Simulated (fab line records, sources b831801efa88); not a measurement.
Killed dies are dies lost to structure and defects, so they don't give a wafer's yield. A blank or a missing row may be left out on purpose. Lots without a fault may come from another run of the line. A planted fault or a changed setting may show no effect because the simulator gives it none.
Chamber matching | flow gf180mcu | GF_PASSIVATION_CVD_00 on pecvd-04: 3 sister chambers
The step deposits SiO2 from TEOS, target thk 1000 nm, time 111.95 s. 18 wafers are shown with their chamber, then 9 later ones without.

WAFERS WITH THEIR CHAMBER
wafer  | chamber | heater_power_w (W) | rf_fwd_power_W (W)
L076.2 | 2       | 726                | 595.7
L076.5 | 2       | 589                | 599.1
L076.6 | 1       | 583                | 596.9
L077.1 | 0       | 819                | 596.7
L077.4 | 2       | 741                | 598.1
L077.6 | 0       | 839                | 596.1
L080.1 | 0       | 732                | 596.7
L080.4 | 2       | 737                | 597.4
L080.6 | 0       | 798                | 598.2
L082.1 | 0       | 832                | 596.5
L082.2 | 1       | 484                | 600.5
L082.3 | 2       | 720                | 597.6
L086.2 | 2       | 718                | 598.2
L086.4 | 0       | 798                | 598.4
L086.5 | 2       | 586                | 596.7
L089.2 | 0       | 781                | 596.0
L089.3 | 2       | 719                | 598.2
L089.5 | 0       | 834                | 596.3

SIGNATURES (means of the wafers above)
reading        | chamber 0 | chamber 1 | chamber 2 | scatter within a chamber
heater_power_w | 804.12    | 533.50    | 692.00    | 53.8
rf_fwd_power_W | 596.862   | 598.700   | 597.625   | 1.16
Rule: a wafer's distance from a chamber is the root of the sum, over the readings, of the square of ((its reading less the chamber's mean) divided by the reading's scatter). The wafer belongs to the nearest chamber; if the next one is less than 2 further off, it can't be placed. The scatter: the root of (the sum of the squares of (reading less its chamber's mean) over the shown wafers, divided by (wafers less chambers)).

WAFERS WITHOUT THEIR CHAMBER
wafer  | heater_power_w (W) | rf_fwd_power_W (W)
L094.2 | 495                | 598.3
L094.4 | 693                | 598.5
L094.6 | 548                | 596.7
L095.1 | 740                | 595.5
L095.3 | 545                | 598.9
L095.6 | 816                | 593.9
L097.1 | 564                | 598.1
L097.2 | 638                | 597.7
L097.6 | 835                | 597.7

WHICH CHAMBER EACH WENT THROUGH
wafer  | from the rows above     | in truth
L094.2 | 1                       | 1
L094.4 | can't be placed: 2 or 0 | 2
L094.6 | can't be placed: 1 or 2 | 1
L095.1 | can't be placed: 0 or 2 | 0
L095.3 | 1                       | 1
L095.6 | can't be placed: 0 or 2 | 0
L097.1 | can't be placed: 1 or 2 | 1
L097.2 | can't be placed: 2 or 1 | 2
L097.6 | can't be placed: 0 or 2 | 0
Placed correctly: 2 of 9. Can't be placed from these rows: 7 (the true chamber is among the candidates in 7). Placed wrongly: 0.
